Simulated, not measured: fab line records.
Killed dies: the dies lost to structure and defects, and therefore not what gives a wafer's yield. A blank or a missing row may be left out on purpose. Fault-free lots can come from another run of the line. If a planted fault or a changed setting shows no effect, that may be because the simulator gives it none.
Code-filled problem report in 8D (eight disciplines) form    flow sky130    the parts of the form that need people (team, actions taken, sign-off) are left out

## 1. WHAT WENT WRONG
VT_ADJUST_NCORE_TW at SKY_VT_ADJUST_NCORE_TW_MEAS_11 reads a mean of 258.4 on 6 wafers of 2 lots; wafers without a fault read 219.7 with a standard deviation of 2.3. That is +17 standard deviations from the usual mean.
The first sign was on wafer L904.2 at day 11 15:52, on filmMetro-04. The record has a number at this step for 36 wafers belonging to 12 lots. Rule for "out" (also "out of limits"): further than 4 standard deviations from the usual mean. The other wafers with a number count as sound.

## 2. WHAT IT IS; WHAT IT IS NOT
question                     is                          is not
which readings at this step  VT_ADJUST_NCORE_TW          -
which lots                   L904, L905                  L894, L897, L898, L899, L903, L907, L913, L914, L915, L916
which wafers of those lots   all that have a number      -
read on which gauges         filmMetro-02, filmMetro-04  filmMetro-01
when                         from day 11 15:52           up to then (15 sound wafers); but 15 sound wafers of L907, L913, L914, L915, L916 came after

## 3. THE SUSPECTS, EACH WITH WHAT RULES IT OUT
Counting: any tool at a process step up to the reading is kept as a suspect provided that every lot that is out went through it and no sound lot did after the first of them.
- the gauge at SKY_VT_ADJUST_NCORE_TW_MEAS_11: ruled out. 2 gauges (filmMetro-02, filmMetro-04) read the wafers that are out.
- implanter-02 at SKY_VT_ADJUST_NCORE_IMPLANT_09: ruled out as a lasting fault. The sound lots L916 went through it after L904, its earliest lot that is out (day 11 15:38).
Left after counting: nothing in the record.

## 4. THE CAUSE (what the simulator had put in)
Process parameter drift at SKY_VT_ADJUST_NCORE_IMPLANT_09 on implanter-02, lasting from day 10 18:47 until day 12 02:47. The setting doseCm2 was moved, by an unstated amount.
The count ruled it out by mistake, since the rule takes a fault to strike every lot its tool runs from the start of the fault on, and this one did not do so.

## 5. THE EFFECT CHAIN, in route order
Each row: a reading whose mean over the struck wafers that have a number lies more than 3 standard deviations from the usual. Only readings for which the record gives a usual standard deviation are gone through. hours: the time from each lot's start at the first step in this table that gives one to its start at this step, as a median over the lots. sigmas: the change in usual standard deviations.
hours  step                            reading             usual       on struck wafers  change       sigmas
0      SKY_VT_ADJUST_NCORE_IMPLANT_09  doseIonsCm2         2.4001e+12  4.3401e+12        +1.9400e+12  +99 or more
0      SKY_VT_ADJUST_NCORE_IMPLANT_09  faradayCurrentUA    13.54       24.64             +11.10       +41
0      SKY_VT_ADJUST_NCORE_TW_MEAS_11  VT_ADJUST_NCORE_TW  219.7       258.4             +38.7        +17
The process steps in it:
- SKY_VT_ADJUST_NCORE_IMPLANT_09
Later measuring or inspecting steps at which every struck wafer that the step has a row for has a number for every such reading, and none has moved that far: SKY_SONOS_TUNNEL_CD_MEAS_07.

## 6. WHAT WOULD HAVE CAUGHT IT SOONER
In this record the first reading out of limits at a measuring or inspecting step was taken at day 11 15:52, 21 hours after the fault began at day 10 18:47.
At SKY_VT_ADJUST_NCORE_IMPLANT_09, the tool's own readings (doseIonsCm2, faradayCurrentUA) were out on each struck wafer the step has a row for, so an alarm limit on them would have fired on the first such wafer.
